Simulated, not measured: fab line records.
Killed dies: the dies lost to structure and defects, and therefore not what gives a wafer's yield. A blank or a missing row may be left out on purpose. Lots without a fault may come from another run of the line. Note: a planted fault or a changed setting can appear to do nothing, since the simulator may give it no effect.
A struck lot beside a sound one ; flow sky130 ; 15 out of 708 route steps
Sound: the wafers L699.1, L699.5, L699.6. Struck: wafers L700.1, L700.4, L700.6. The cause is named last.
For every step that has rows: the tool of each side, followed by ch and its chambers, followed by its first start. Under that, the readings that differ: sound wafers ; struck wafers ; difference of the means ; sigmas: that difference in standard deviations of wafers without a fault.
alike: a reading whose means differ by less than 2 such deviations, as well as words and numbers matching on both sides. not compared: withheld readings; readings where some wafer has no value; bounds like >300 that might hide an equal value; numbers whose values overlap and for which the record gives no deviation.
A row with sigmas, a row that says differs or no value, or rows on one side alone: a step with any of these is where the two part. When numbers do not overlap yet have no deviation, they are printed without sigmas and do not part them. A reading missing from all wafers of one side parts the sides only when that side holds two or more wafers.

SKY_VIA3_STRIP_16: strips in O2/N2.
  sound on plasma-asher-01 ch 0,1, day 43 01:01; struck on plasma-asher-04 ch 0,1, day 43 02:40
  alike: drypump-motor-current-A, o2-flow-sccm, oes-product-au, strip-time-to-endpoint-s
  not compared: rf-hours-counter-h
then, 3 steps without rows for these wafers: SKY_VIA3_STRIP_17 (strips in post etch residue remover, time 1200 s); SKY_VIA3_CLEAN_18 (cleans in IPA, time 180 s); SKY_VIA3_CLEAN_19 (cleans in O3/DIW).
SKY_VIA3_SPUTTER_20: material TiN, target thk 20 nm, time 80 s.
  sound on pvd-sputter-03, day 43 01:38; struck on pvd-sputter-02, day 43 03:18
  alike: cathode-dc-power-W, throttle-valve-pct
SKY_VIA3_CVD_21: deposits W, target thk 390 nm, time 117.31 s.
  sound on cvd-w-02 ch 0,1, day 43 01:42; struck on cvd-w-02 ch 0,1, day 43 03:22
  alike: heater-power-w
SKY_VIA3_RS_MEAS_22: the measuring method here is four-point-probe.
  sound on film-metro-04, day 43 01:49; struck on film-metro-03, day 43 03:29
  alike: VIA3_W_RS
SKY_VIA3_THK_MEAS_23: measures by xrf.
  sound on film-metro-04, day 43 01:56; struck on film-metro-03, day 43 03:37
  alike: VIA3_W_THK
then, 2 steps without rows for these wafers: SKY_VIA3_CMP_24 (polishes, stops on SiO2, t overpolish 20 s, target thk 0 nm); SKY_METAL4_SPUTTER_00 (material Ti, target thk 15 nm, time 10 s).
SKY_METAL4_SPUTTER_01: material TiN, target thk 20 nm, time 16.7 s.
  sound on pvd-sputter-01, day 43 02:20; struck on pvd-sputter-04, day 43 03:59
  alike: cathode-dc-power-W, throttle-valve-pct
SKY_METAL4_SPUTTER_02: material AlCu, target thk 735 nm, time 39.1 s.
  sound on pvd-sputter-01, day 43 02:21; struck on pvd-sputter-04, day 43 04:01
  alike: cathode-dc-power-W, throttle-valve-pct
SKY_METAL4_SPUTTER_03: material Ti, target thk 5 nm, time 3.3 s.
  sound on pvd-sputter-01, day 43 02:23; struck on pvd-sputter-04, day 43 04:03
reading;sound;struck;difference;sigmas
cathode-dc-power-W (W);2999.6 2999.4 3000.2;2863.7 2864.0 2863.3;-136.1;-99 or more
  alike: throttle-valve-pct
  not compared: model.Ti_of_METAL4_SPUTTER_03.thk-nm
then, 1 step without rows for these wafers: SKY_METAL4_SPUTTER_04 (material TiN, target thk 70 nm, time 58.3 s).
-- the record jumps here: 6 days lie between the struck wafers' starts before and after (it left off in module METAL4 and takes up again in module PAD_OPEN, whose first step shown is number 708 of the route) --
SKY_PAD_OPEN_PROBE_99:
  only the struck wafers here have rows in the record (prober-01, day 48 17:58); the sound ones have none

== WHERE THEY PART ==
Earliest at SKY_METAL4_SPUTTER_03; latest, in this record, at SKY_PAD_OPEN_PROBE_99.

WHY: the cause the simulator had injected
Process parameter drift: pvd-sputter-04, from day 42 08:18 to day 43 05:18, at SKY_METAL4_SPUTTER_03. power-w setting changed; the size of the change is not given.
